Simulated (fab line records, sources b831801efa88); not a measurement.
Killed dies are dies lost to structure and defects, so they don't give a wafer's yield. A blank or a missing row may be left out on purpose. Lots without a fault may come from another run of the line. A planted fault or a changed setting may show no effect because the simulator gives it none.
fab line records | flow sky130
record lots=12 wafers=36 last_day=50
route steps=708 shown METAL4@600 VIA4@651 PASSIVATION@693 PAD_OPEN@707
lots that met no fault: from a run of the same line without faults
start_h: hours from the record's first day to the start of the lot's first wafer shown | wait_h: hours since the lot's step before | " the same as in the row above | L1.1+2: a row that stands for several wafers | - no value, or no start given | * or withheld: withheld | < > ~ a bound
route shown NAME@n: a module of which the file shows steps, and the number in the route of the first | usual: mean/standard deviation of fault-free wafers | same: alike in all rows | chamber/n: place in a boat | sites: the reading at each site | _std_site: their standard deviation | _edge_site: outer sites' mean less inner sites' | radius_mm: how far each site lies from the wafer's centre | mask NAME#n: copy n | behind: the tool/chamber that last shaped the wafer | hold: why the lot was held/for how many hours/how that ended | device: the transistor (n, p or np) that didn't switch | end of line: the same wafers' tests at the end of the route | a step without rows: its recipe alone | killed: dies lost to structure and defects at the first sort, not the wafer's yield | map: a wafer's dies, x killed, . not, _ none there
set.NAME: the setting as run; set.NAME@STEP: as run at that earlier step | model.NAME: the simulator's own value behind a step, which no gauge read
steps of the route over a sample of lots; a table a step, a row a wafer
services: from which hour (start_h, from the record's first day; less than 0 if before it) a tool's chamber was out of use, for how many hours, and why
## steps
# step SKY_METAL4_SPUTTER_02
# recipe material=AlCu target_thk_nm=735 power_w=10600 time_s=39.1 chamber_pressure_pa=0.4
# usual throttle_valve_pct=30.4/1.3
# columns lot.wafer tool chamber start_h wait_h throttle_valve_pct
L530.3 pvd_sputter-02 - 963.26 0.0 31.0
L530.4 " - " " 29.7
L530.5 " - " " 30.0
L532.1 pvd_sputter-02 - 970.11 0.0 29.7
L532.3 " - " " 30.0
L532.5 " - " " 30.0
L534.3 pvd_sputter-04 - 989.59 0.0 30.5
L534.4 " - " " 32.4
L534.6 " - " " 30.2
L535.1 pvd_sputter-03 - 993.54 0.0 29.5
L535.2 " - " " 32.6
L535.6 " - " " 29.6
L537.1 pvd_sputter-03 - 1006.75 0.0 29.8
L537.5 " - " " 29.5
L537.6 " - " " 31.0
L539.1 pvd_sputter-02 - 1019.02 0.0 29.6
L539.3 " - " " 30.9
L539.6 " - " " 29.8
L544.1 pvd_sputter-02 - 1056.63 0.0 29.9
L544.3 " - " " 31.0
L544.5 " - " " 30.0
L546.3 pvd_sputter-04 - 1071.55 0.0 32.6
L546.5 " - " " 30.5
L546.6 " - " " 32.4
L545.1 pvd_sputter-02 - 1073.62 0.0 29.7
L545.3 " - " " 29.9
L545.5 " - " " 29.9
L548.3 pvd_sputter-03 - 1076.64 0.0 28.0
L548.4 " - " " 29.7
L548.5 " - " " 32.4
L547.2 pvd_sputter-03 - 1077.10 0.0 28.3
L547.4 " - " " 32.3
L547.6 " - " " 32.4
L549.1 pvd_sputter-02 - 1080.55 0.0 29.8
L549.4 " - " " 30.8
L549.5 " - " " 31.2
# step SKY_VIA4_ETCH_12
# recipe target=SiO2 chemistry=C4F8/O2/Ar stop_on=TiN mask_material=NOVOLAK source_w=1500 bias_w=1200 pressure_mtorr=40 c4f8_flow_sccm=withheld O2_flow_sccm=6 Ar_flow_sccm=300 time_s=withheld target_depth_a=5800
# usual oes_product_au=0.925/0.0045 rf_fwd_power_W=1491/4.9
# columns lot.wafer tool chamber start_h wait_h oes_product_au rf_fwd_power_W
L530.3 rie_diel-01 1 1034.76 0.0 0.925 1498
L530.4 " 0 " " 0.928 1489
L530.5 " 3 " " 0.928 1496
L532.1 rie_diel-02 1 1042.51 0.0 0.927 1491
L532.3 " 3 " " 0.922 1488
L532.5 " 1 " " 0.927 1491
L534.3 rie_diel-01 1 1058.72 0.0 0.912 1496
L534.4 " 1 " " 0.927 1491
L534.6 " 2 " " 0.930 1480
L535.1 rie_diel-01 1 1063.25 0.0 0.930 1494
L535.2 " 0 " " 0.924 1490
L535.6 " 2 " " 0.928 1490
L537.1 rie_diel-01 0 1075.41 0.0 0.920 1491
L537.5 " 3 " " 0.920 1494
L537.6 " 1 " " 0.930 1502
L539.1 rie_diel-02 3 1085.56 0.0 0.926 1497
L539.3 " 1 " " 0.929 1487
L539.6 " 0 " " 0.919 1494
L544.1 rie_diel-01 2 1121.96 0.0 0.931 1490
L544.3 " 3 " " 0.927 1498
L544.5 " 3 " " 0.925 1490
L546.3 rie_diel-01 0 1133.87 0.0 0.931 1489
L546.5 " 2 " " 0.926 1489
L546.6 " 0 " " 0.929 1493
L545.1 rie_diel-01 0 1136.22 0.0 0.925 1488
L545.3 " 2 " " 0.925 1490
L545.5 " 0 " " 0.931 1488
L548.3 rie_diel-01 0 1138.17 0.0 0.928 1491
L548.4 " 2 " " 0.928 1485
L548.5 " 3 " " 0.932 1497
L547.2 rie_diel-01 0 1139.42 0.0 0.925 1484
L547.4 " 0 " " 0.921 1488
L547.6 " 3 " " 0.919 1493
L549.1 rie_diel-01 0 1140.25 0.0 0.926 1491
L549.4 " 0 " " 0.928 1483
L549.5 " 3 " " 0.926 1497
# step SKY_PASSIVATION_STRIP_12
# recipe chemistry=O2/N2 power_w=1400 pressure_mtorr=1500 platen_temp_c=withheld overash_fraction=0.7 o2_flow_sccm=3000 n2_flow_sccm=300
# usual drypump_motor_current_A=5.7/0.47 n2_flow_sccm=300.1/0.97 oes_product_au=0.661/0.0048 strip_time_to_endpoint_s=31.50/0.14
# columns lot.wafer tool chamber start_h wait_h drypump_motor_current_A n2_flow_sccm oes_product_au rf_hours_counter_h strip_time_to_endpoint_s
L530.3 plasma_asher-01 1 1080.19 0.1 4.8 299.9 0.661 - 31.57
L530.4 " 0 " " 6.3 299.1 0.657 - 31.54
L530.5 " 1 " " 4.8 299.7 0.661 - 31.51
L532.1 plasma_asher-01 1 1087.60 0.1 4.8 299.8 0.658 32 31.37
L532.3 " 0 " " 6.3 298.9 0.658 - 31.35
L532.5 " 1 " " 4.8 300.8 0.650 - 31.40
L534.3 plasma_asher-04 1 1101.63 0.1 5.4 300.0 0.664 - 31.34
L534.4 " 0 " " 6.0 299.5 0.661 - 31.36
L534.6 " 0 " " 6.0 299.8 0.655 - 31.48
L535.1 plasma_asher-04 1 1106.20 0.1 5.3 297.9 0.658 69 31.26
L535.2 " 0 " " 6.0 302.0 0.658 69 31.04
L535.6 " 1 " " 5.4 298.6 0.671 - 31.07
L537.1 plasma_asher-04 1 1117.94 0.1 5.4 301.4 0.650 70 31.44
L537.5 " 1 " " 5.4 299.4 0.657 - 31.53
L537.6 " 0 " " 6.0 301.4 0.663 - 31.51
L539.1 plasma_asher-04 1 1127.08 0.1 5.4 299.9 0.664 71 31.59
L539.3 " 0 " " 6.0 300.0 0.655 - 31.63
L539.6 " 0 " " 6.0 299.7 0.659 - 31.47
L544.1 plasma_asher-04 0 1161.88 0.1 6.0 300.8 0.654 74 31.50
L544.3 " 0 " " 6.0 301.5 0.659 - 31.38
L544.5 " 0 " " 6.0 300.9 0.664 - 31.36
L546.3 plasma_asher-01 1 1171.48 0.1 4.8 298.9 0.653 - 31.46
L546.5 " 0 " " 6.3 300.6 0.659 - 31.72
L546.6 " 1 " " 4.8 298.1 0.664 - 31.56
L545.1 plasma_asher-02 0 1174.18 0.1 6.2 299.8 0.665 11 31.75
L545.3 " 0 " " 6.2 300.2 0.659 - 31.63
L545.5 " 1 " " 5.6 299.9 0.663 - 31.63
L548.3 plasma_asher-02 1 1176.88 0.1 5.6 300.4 0.657 - 31.56
L548.4 " 0 " " 6.2 301.3 0.671 - 31.56
L548.5 " 1 " " 5.6 300.6 0.666 - 31.47
L547.2 plasma_asher-04 0 1176.94 0.1 6.0 299.2 0.659 75 31.76
L547.4 " 1 " " 5.4 299.7 0.666 - 31.49
L547.6 " 0 " " 6.0 299.1 0.659 - 31.76
L549.1 plasma_asher-01 0 1177.20 0.1 6.3 300.2 0.652 40 31.51
L549.4 " 0 " " 6.3 299.2 0.655 - 31.57
L549.5 " 1 " " 4.8 301.8 0.669 - 31.60
# step SKY_PAD_OPEN_BOW_MEAS_13
# recipe mode=bow
# usual PAD_OPEN_BOW=48/9.1
# columns lot.wafer tool chamber start_h wait_h PAD_OPEN_BOW[um]
L530.3 film_metro-04 - 1102.42 - 37
L530.4 " - " " 25
L530.5 " - " " 48
L532.1 film_metro-03 - 1109.71 - 59
L532.3 " - " " 73
L532.5 " - " " 59
L534.3 film_metro-04 - 1124.38 - 42
L534.4 " - " " 43
L534.6 " - " " 41
L535.1 film_metro-02 - 1127.80 - 60
L535.2 " - " " 65
L535.6 " - " " 58
L537.1 film_metro-04 - 1139.41 - 50
L537.5 " - " " 56
L537.6 " - " " 44
L539.1 film_metro-04 - 1147.79 - 43
L539.3 " - " " 54
L539.6 " - " " 54
L544.1 film_metro-04 - 1181.26 - 43
L544.3 " - " " 35
L544.5 " - " " 50
L546.3 film_metro-03 - 1190.21 - 55
L546.5 " - " " 54
L546.6 " - " " 57
L545.1 film_metro-02 - 1192.65 - 56
L545.3 " - " " 51
L545.5 " - " " 47
L548.3 film_metro-02 - 1195.07 - 58
L548.4 " - " " 50
L548.5 " - " " 44
L547.2 film_metro-04 - 1195.36 - 40
L547.4 " - " " 35
L547.6 " - " " 33
L549.1 film_metro-03 - 1196.53 - 65
L549.4 " - " " 53
L549.5 " - " " 56
# step SKY_PAD_OPEN_PROBE_99
# usual defect_limited_yield=82.6/1.8 killed_at_M0_to_M3=44/6.3 killed_at_M4_up=2.8/1.7 killed_at_contacts=25/5.8 killed_at_front_end=14/4.4 killed_at_other=0.3/0.49 killed_dies=86/8.7 killed_open=48/5.8 killed_short=38/6 sort_bin_3_pad_short=0.8/0.39 sort_bin_5_function=10.4/1.4 sort_bin_6_memory=6.2/1.1 sort_bin_8_speed=0.00/0.017 sort_n_pass=406/8.7 sort_yield_pct=82.6/1.8
# same gross_dies=492 killed_at_back_side=0 sort_bin_4_leakage[%]=0
# columns lot.wafer tool chamber start_h wait_h defect_limited_yield[%] killed_at_M0_to_M3 killed_at_M4_up killed_at_contacts killed_at_front_end killed_at_other killed_dies killed_open killed_short sort_bin_3_pad_short[%] sort_bin_5_function[%] sort_bin_6_memory[%] sort_bin_8_speed[%] sort_n_pass sort_yield_pct[%]
L534.3 prober-02 - 1124.56 0.2 81.7 27 5 37 21 0 90 47 43 0.2 12.4 5.7 0 402 81.7
L534.4 prober-02 - 1124.61 0.2 80.7 39 6 35 15 0 95 50 45 0.8 10.4 8.1 0 397 80.7
L534.6 prober-02 - 1124.71 0.2 81.7 41 1 31 17 0 90 56 34 1.6 9.6 7.1 0 402 81.7
L537.1 prober-01 - 1139.53 0.1 85.2 39 0 21 13 0 73 48 25 0.8 8.7 5.3 0 419 85.2
L537.5 prober-01 - 1139.73 0.2 84.8 44 2 17 12 0 75 45 30 0.6 7.1 7.5 0 417 84.8
L537.6 prober-01 - 1139.78 0.2 82.5 39 0 27 20 0 86 44 42 1.2 9.3 6.9 0 406 82.5
L539.1 prober-01 - 1147.91 0.1 73.4 29 73 19 9 1 131 33 27 3.9 17.7 5.1 0 361 73.4
L539.3 prober-01 - 1148.01 0.2 81.3 48 3 24 17 0 92 55 37 0.6 11.4 6.7 0 400 81.3
L539.6 prober-01 - 1148.16 0.2 83.1 45 2 26 10 0 83 47 36 0.2 11.6 5.1 0 409 83.1
L549.1 prober-01 - 1196.65 0.1 80.5 48 2 26 20 0 96 47 49 1.2 11.0 7.3 0 396 80.5
L549.4 prober-01 - 1196.80 0.2 85.8 39 4 16 11 0 70 39 31 0.8 7.3 6.1 0 422 85.8
L549.5 prober-01 - 1196.85 0.2 82.3 47 1 24 14 1 87 48 39 0.4 11.4 5.9 0 405 82.3
# killed by level:class
L534.3 CONTACT:geometric_particle:open=15 LI_CONTACT:geometric_particle:open=8 CONTACT:geometric_particle:short=7 FIELD_ISO:geometric_particle:short=5 POLY_GATE:geometric_particle:short=5 POLY_GATE:geometric_particle:open=5 LI_CONTACT:geometric_particle:short=5 VIA1:geometric_particle:open=5
L534.4 CONTACT:geometric_particle:open=13 FIELD_ISO:geometric_particle:short=9 LI_CONTACT:geometric_particle:open=9 VIA1:geometric_particle:open=8 LOCAL_INTERCONNECT:geometric_particle:short=6 VIA3:geometric_particle:open=6 CONTACT:geometric_particle:short=4 VIA1:geometric_particle:short=4
L534.6 VIA3:geometric_particle:open=12 LI_CONTACT:geometric_particle:open=10 CONTACT:geometric_particle:open=10 VIA1:geometric_particle:open=8 CONTACT:geometric_particle:short=6 POLY_GATE:geometric_particle:open=5 METAL1:geometric_particle:short=5 FIELD_ISO:geometric_particle:open=4
L537.1 VIA1:geometric_particle:open=11 VIA3:geometric_particle:open=10 LI_CONTACT:geometric_particle:open=6 CONTACT:geometric_particle:open=5 FIELD_ISO:geometric_particle:open=4 VIA2:geometric_particle:open=4 POLY_GATE:geometric_particle:open=3 METAL2:geometric_particle:short=3
L537.5 VIA1:geometric_particle:open=13 CONTACT:geometric_particle:open=8 VIA2:geometric_particle:open=7 VIA3:geometric_particle:open=7 METAL1:geometric_particle:short=6 FIELD_ISO:geometric_particle:short=3 LI_CONTACT:geometric_particle:open=3 CONTACT:geometric_particle:short=3
L537.6 CONTACT:geometric_particle:short=10 VIA1:geometric_particle:open=9 POLY_GATE:geometric_particle:open=8 LI_CONTACT:geometric_particle:open=7 POLY_GATE:geometric_particle:short=7 CONTACT:geometric_particle:open=6 VIA3:geometric_particle:open=5 VIA1:geometric_particle:short=5
L539.1 VIA4:unspecified=71 VIA1:geometric_particle:open=9 LI_CONTACT:geometric_particle:open=6 METAL2:geometric_particle:short=5 FIELD_ISO:geometric_particle:short=4 CONTACT:geometric_particle:open=4 VIA3:geometric_particle:open=4 LI_CONTACT:geometric_particle:short=3
L539.3 VIA1:geometric_particle:open=11 CONTACT:geometric_particle:open=10 LI_CONTACT:geometric_particle:open=9 VIA3:geometric_particle:short=8 METAL1:geometric_particle:short=8 VIA2:geometric_particle:open=8 POLY_GATE:geometric_particle:short=6 POLY_GATE:geometric_particle:open=4
L539.6 CONTACT:geometric_particle:open=13 VIA1:geometric_particle:open=9 LI_CONTACT:geometric_particle:open=8 METAL2:geometric_particle:short=7 VIA2:geometric_particle:open=6 VIA1:geometric_particle:short=6 METAL3:geometric_particle:short=5 POLY_GATE:geometric_particle:short=4
L549.1 METAL1:geometric_particle:short=10 VIA1:geometric_particle:open=10 CONTACT:geometric_particle:open=9 CONTACT:geometric_particle:short=7 LI_CONTACT:geometric_particle:open=6 VIA1:geometric_particle:short=6 METAL2:geometric_particle:short=6 FIELD_ISO:geometric_particle:open=4
L549.4 VIA1:geometric_particle:open=14 CONTACT:geometric_particle:open=6 POLY_GATE:geometric_particle:open=5 CONTACT:geometric_particle:short=5 METAL1:geometric_particle:short=5 METAL2:geometric_particle:short=5 VIA2:geometric_particle:open=4 VIA3:geometric_particle:open=4
L549.5 CONTACT:geometric_particle:open=13 VIA1:geometric_particle:open=9 VIA1:geometric_particle:short=8 POLY_GATE:geometric_particle:short=6 LI_CONTACT:geometric_particle:open=6 METAL1:geometric_particle:short=5 METAL1:geometric_particle:open=4 POLY_GATE:geometric_particle:open=3
## services
# columns tool chamber start_h hours kind
plasma_asher-01 - 944.42 5.5 repair
rie_diel-02 2 960.48 1.5 repair
pvd_sputter-02 2 970.21 - consumable_replace:kit
pvd_sputter-02 2 970.21 18.0 scheduled_down
pvd_sputter-02 2 970.21 18.0 vent_cycle
rie_diel-01 2 1031.63 6.9 repair
rie_diel-01 - 1046.62 1.4 repair
plasma_asher-02 - 1055.25 9.0 pm
rie_diel-01 3 1056.66 11.2 repair
plasma_asher-01 - 1060.67 10.2 pm
rie_diel-01 2 1066.76 21.5 repair
rie_diel-01 3 1078.79 4.6 repair
pvd_sputter-04 - 1105.32 18.1 repair
rie_diel-02 0 1113.34 14.6 repair
pvd_sputter-04 - 1120.03 2.3 repair
rie_diel-02 2 1123.16 4.2 repair
rie_diel-01 1 1128.41 - clean
rie_diel-01 1 1128.41 13.6 scheduled_down
rie_diel-01 1 1128.41 13.6 vent_cycle
plasma_asher-04 - 1133.86 5.8 repair
plasma_asher-04 - 1134.26 2.1 repair
pvd_sputter-02 1 1150.47 - consumable_replace:kit
pvd_sputter-02 1 1150.47 18.0 scheduled_down
pvd_sputter-02 - 1168.24 7.2 repair
## key
first_sign step=SKY_PAD_OPEN_PROBE_99 reading=killed_at_M4_up direction=up sigmas=41 usual=2.8 struck=73
effect step=SKY_PAD_OPEN_PROBE_99 reading=sort_bin_3_pad_short direction=up sigmas=7.7 usual=0.8 struck=3.9
met_at SKY_VIA4_ETCH_12
struck_lots L539
struck_wafers L539.1
not_acting_at SKY_METAL4_SPUTTER_02,SKY_PASSIVATION_STRIP_12,SKY_PAD_OPEN_BOW_MEAS_13
onset_between 1042.51 1085.56
fault kind=chamber_particle_source tool=rie_diel-02 chamber=3 onset_h=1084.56 steps=SKY_VIA4_ETCH_12 rate_per_visit_cm2=2.0632 end_h=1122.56
